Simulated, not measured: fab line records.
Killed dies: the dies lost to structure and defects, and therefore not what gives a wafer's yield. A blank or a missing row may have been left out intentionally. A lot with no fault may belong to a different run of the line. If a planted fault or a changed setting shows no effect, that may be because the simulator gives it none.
2 desks looking at one fault | flow sky130 | every desk sees just its own numbers, and what lay behind them comes last

## AT THE TOOL OWNER'S DESK: implanter-03
SKY_LDD_N_IMPLANT_11, tool's own readings: per-lot mean of the sampled wafers with a number, covering each lot this tool ran. A lot is out of limits, marked OUT, if its mean lies more than 4 standard deviations from the usual mean; the brackets give that distance.
Columns: A = doseIonsCm2 at SKY_LDD_N_IMPLANT_11, usual 7.499e+13
lot  | first seen here | A
L291 | day 18 10:48    | 7.497e+13
L293 | day 20 23:43    | 7.504e+13
L299 | day 22 07:06    | 7.504e+13
L303 | day 24 11:25    | 7.206e+13 (-39) OUT
L304 | day 25 00:41    | 7.196e+13 (-40) OUT
This desk's verdict: out of limits on L303, L304, starting with L303 at day 24 11:25 (doseIonsCm2 at SKY_LDD_N_IMPLANT_11). L291, L293, L299 stayed within limits.

## METROLOGY DESK
Means of the sampled wafers that have a number, per lot and without regard to the tool the lot ran on: this is what the gauges read. A lot is out of limits, marked OUT, if its mean lies more than 4 standard deviations from the usual mean; the brackets give that distance.
Columns: A = GATE_OXIDE_OVL at SKY_GATE_OXIDE_OVL_MEAS_10, usual -0.2 nm; B = POLY_GATE_CVD_00_THK at SKY_POLY_GATE_THK_MEAS_01, usual 179.2 nm
lot  | first seen here | A    | B
L289 | day 13 22:46    | 0.5  | 180.2
L290 | day 14 08:10    | -0.1 | 179.7
L291 | day 14 13:00    | 0.6  | 179.8
L292 | day 14 20:01    | -0.5 | 181.0
L293 | day 16 14:17    | -2.9 | 180.5
L295 | day 16 21:04    | -0.4 | 178.7
L294 | day 16 21:16    | -2.0 | 181.6
L299 | day 18 00:17    | 0.1  | 179.1
L303 | day 20 03:26    | -0.6 | 179.5
L304 | day 20 17:45    | -0.8 | 178.7
L308 | day 21 23:12    | -0.1 | 177.2
L309 | day 21 23:16    | 0.5  | 176.4
L311 | day 22 11:55    | -1.8 | 174.5
Finding of this desk: none of the 13 lots has anything out of limits.

## PUT TOGETHER
At day 24 11:25, on L303, L304, the tool owner's desk was in a position to raise an alarm.
Metrology desk: nothing out of limits seen.
The metrology desk has L303, L304 on record, within its limits.
Every lot named ran SKY_LDD_N_IMPLANT_11 on implanter-03.

## WHAT THE SIMULATOR HAD INSERTED
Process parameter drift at SKY_LDD_N_IMPLANT_11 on implanter-03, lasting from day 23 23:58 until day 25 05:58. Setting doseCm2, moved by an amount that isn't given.
Struck lots among those shown: L303, L304.
Time in hours from fault onset to the first out-of-limits reading at each desk: the tool owner's desk, 11.
